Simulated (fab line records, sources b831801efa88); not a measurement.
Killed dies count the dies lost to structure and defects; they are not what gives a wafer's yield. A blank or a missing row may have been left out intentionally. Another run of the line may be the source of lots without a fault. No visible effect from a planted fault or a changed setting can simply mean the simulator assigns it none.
What tool caused it? | flow gf180mcu | 11 lots with 33 wafers sampled at 6 steps, on a route of 602 steps

## WHAT THE GAUGES READ, wafer by wafer
GF_M3_RS_MEAS_05: measures by four-point-probe.
lot  | measured     | on           | M3_ALCU_RS (ohm/sq)
L584 | day 21 15:16 | filmMetro-04 | 0.0696 0.0714 0.0706
L589 | day 23 11:32 | filmMetro-02 | 0.0774 0.0778 0.0778
L590 | day 23 20:01 | filmMetro-03 | 0.0780 0.0779 0.0782
L591 | day 24 02:23 | filmMetro-03 | 0.0773 0.0778 0.0781
L594 | day 25 00:44 | filmMetro-02 | 0.0695 0.0698 0.0692
L595 | day 25 09:43 | filmMetro-04 | 0.0708 0.0705 0.0711
L597 | day 26 03:29 | filmMetro-03 | 0.0692 0.0693 0.0694
L599 | day 26 17:19 | filmMetro-02 | 0.0694 0.0689 0.0697
L600 | day 26 22:32 | filmMetro-02 | 0.0687 0.0690 0.0694
L603 | day 27 16:55 | filmMetro-02 | 0.0715 0.0693 0.0702
L604 | day 28 02:03 | filmMetro-02 | 0.0707 0.0697 0.0701

GF_M3_THK_MEAS_06: measures by xrf.
lot  | measured     | on           | M3_ALCU_THK (nm)
L584 | day 21 15:23 | filmMetro-04 | 449 435 442
L589 | day 23 11:38 | filmMetro-02 | 402 399 398
L590 | day 23 20:08 | filmMetro-03 | 400 399 400
L591 | day 24 02:29 | filmMetro-03 | 406 403 400
L594 | day 25 00:51 | filmMetro-02 | 447 444 445
L595 | day 25 09:49 | filmMetro-04 | 438 441 437
L597 | day 26 03:35 | filmMetro-03 | 452 453 452
L599 | day 26 17:26 | filmMetro-02 | 446 449 444
L600 | day 26 22:38 | filmMetro-02 | 450 445 444
L603 | day 27 17:02 | filmMetro-02 | 429 445 440
L604 | day 28 02:08 | filmMetro-02 | 437 444 442

GF_M3_OVL_MEAS_15.
lot  | measured     | on         | M3_OVL (nm)
L584 | day 22 14:58 | overlay-02 | 6 1 -6
L589 | day 24 09:29 | overlay-01 | 0 -7 -15
L590 | day 24 17:53 | overlay-01 | -5 5 -4
L591 | day 25 00:18 | overlay-01 | -1 -2 -3
L594 | day 25 22:04 | overlay-01 | -6 3 -3
L595 | day 26 06:29 | overlay-01 | -2 -4 -5
L597 | day 27 00:44 | overlay-02 | -10 -14 -7
L599 | day 27 13:26 | overlay-02 | 7 5 8
L600 | day 27 19:01 | overlay-01 | -11 0 -12
L603 | day 28 13:17 | overlay-02 | -10 -3 2
L604 | day 28 21:04 | overlay-01 | -10 -8 -2

## TOOL THAT RAN EACH LOT (tool first, then ch and the chambers of the sampled wafers, then the start)
lot  | GF_M2_SPUTTER_01            | GF_V2_ETCH_16                     | GF_M3_SPUTTER_02
L584 | pvdSputter-02, day 19 11:11 | rieDiel-03 ch 1,2, day 21 13:41   | pvdSputter-01, day 21 15:11
L589 | pvdSputter-02, day 21 09:08 | rieDiel-02 ch 0,2,3, day 23 09:47 | pvdSputter-01, day 23 11:25
L590 | pvdSputter-01, day 21 18:38 | rieDiel-02 ch 1,2,3, day 23 18:26 | pvdSputter-01, day 23 19:55
L591 | pvdSputter-04, day 22 01:08 | rieDiel-04 ch 0,1, day 24 00:47   | pvdSputter-01, day 24 02:16
L594 | pvdSputter-01, day 23 00:56 | rieDiel-04 ch 1,2,3, day 24 23:07 | pvdSputter-02, day 25 00:38
L595 | pvdSputter-02, day 23 10:30 | rieDiel-02 ch 0,1,3, day 25 07:53 | pvdSputter-03, day 25 09:35
L597 | pvdSputter-02, day 24 02:56 | rieDiel-04 ch 2,3, day 26 01:53   | pvdSputter-02, day 26 03:22
L599 | pvdSputter-02, day 24 18:59 | rieDiel-02 ch 0,2,3, day 26 15:38 | pvdSputter-02, day 26 17:13
L600 | pvdSputter-04, day 25 01:16 | rieDiel-03 ch 0,1,2, day 26 20:41 | pvdSputter-02, day 26 22:25
L603 | pvdSputter-02, day 25 20:56 | rieDiel-04 ch 2,3, day 27 15:19   | pvdSputter-01, day 27 16:50
L604 | pvdSputter-02, day 26 06:34 | rieDiel-04 ch 1,2,3, day 28 00:20 | pvdSputter-03, day 28 01:54
- GF_M2_SPUTTER_01: material TiN, target thk 30 nm, time 25 s.
- GF_V2_ETCH_16: etches BARC in N2/H2.
- GF_M3_SPUTTER_02: material AlCu, target thk 450 nm, time 23.9 s.

## AS READ BY THE TOOLS THEMSELVES (means over the sampled wafers that have a number; for cases with no such wafer, the mark the record gives instead)
GF_M2_SPUTTER_01.
lot  | tool          | cathodeDcPowerW (W) | throttleValvePct (%)
L584 | pvdSputter-02 | 6499.7              | 28.9
L589 | pvdSputter-02 | 6499.5              | 28.3
L590 | pvdSputter-01 | 6499.4              | 29.8
L591 | pvdSputter-04 | 6499.5              | 29.6
L594 | pvdSputter-01 | 6500.0              | 30.2
L595 | pvdSputter-02 | 6500.8              | 27.6
L597 | pvdSputter-02 | 6500.9              | 27.8
L599 | pvdSputter-02 | 6499.3              | 27.2
L600 | pvdSputter-04 | 6501.2              | 29.3
L603 | pvdSputter-02 | 6500.0              | 27.8
L604 | pvdSputter-02 | 6500.6              | 28.9

GF_V2_ETCH_16.
lot  | tool       | drypumpMotorCurrentA (A) | oesProductAu (a.u.) | throttleValvePct (%)
L584 | rieDiel-03 | 5.1                      | 0.858               | 13.235
L589 | rieDiel-02 | 5.7                      | 0.852               | 13.220
L590 | rieDiel-02 | 5.5                      | 0.852               | 13.215
L591 | rieDiel-04 | 6.3                      | 0.850               | 13.224
L594 | rieDiel-04 | 6.0                      | 0.856               | 13.213
L595 | rieDiel-02 | 6.0                      | 0.853               | 13.220
L597 | rieDiel-04 | 5.9                      | 0.852               | 13.234
L599 | rieDiel-02 | 5.8                      | 0.858               | 13.223
L600 | rieDiel-03 | 5.7                      | 0.853               | 13.225
L603 | rieDiel-04 | 6.1                      | 0.856               | 13.226
L604 | rieDiel-04 | 6.0                      | 0.850               | 13.221

GF_M3_SPUTTER_02.
lot  | tool          | cathodeDcPowerW (W) | throttleValvePct (%)
L584 | pvdSputter-01 | 10599               | 30.2
L589 | pvdSputter-01 | 9545                | 30.7
L590 | pvdSputter-01 | 9549                | 29.8
L591 | pvdSputter-01 | 9546                | 29.7
L594 | pvdSputter-02 | 10598               | 28.3
L595 | pvdSputter-03 | 10601               | 30.1
L597 | pvdSputter-02 | 10599               | 28.4
L599 | pvdSputter-02 | 10599               | 29.5
L600 | pvdSputter-02 | 10599               | 28.9
L603 | pvdSputter-01 | 10599               | 29.9
L604 | pvdSputter-03 | 10601               | 30.3

## THE ANSWER, worked out from the rows above alone
Rule: usual is defined by the lots themselves. Put in order of their means at a reading, lots are off if they are a third of the lots or fewer, leave a main group of 4 or more, and stand apart from it by a gap of 3 or more times the standard deviation of the main group's means; of several such gaps the widest counts. Not used: any main group whose means are identical at the precision the tables above print for the reading. Also off: a lot with no number at a reading for which 4 or more lots have one. Any other lot the step has rows for is counted as sound. The gauges are gone through in route order, then the tools' own readings, and for those a lot's mean is taken as printed above. The first step at which some lot is off is used, and at that step the reading that is off furthest; a lot without a number counts as furthest.
Off: at GF_M3_RS_MEAS_05 (M3_ALCU_RS), L589, L590, L591. Mean 0.0699 ohm/sq and standard deviation 0.00062 in the main group.
If a tool, at a process step before that reading, ran all the lots that are off and no sound lot after the first of them, it fits. The gauges at GF_M3_RS_MEAS_05 aren't tried: what is off there is off at GF_M3_SPUTTER_02 too, on other tools, and a gauge's error can't cause that. Not one of the candidates tried fits.

## WHAT THE SIMULATOR PUT IN
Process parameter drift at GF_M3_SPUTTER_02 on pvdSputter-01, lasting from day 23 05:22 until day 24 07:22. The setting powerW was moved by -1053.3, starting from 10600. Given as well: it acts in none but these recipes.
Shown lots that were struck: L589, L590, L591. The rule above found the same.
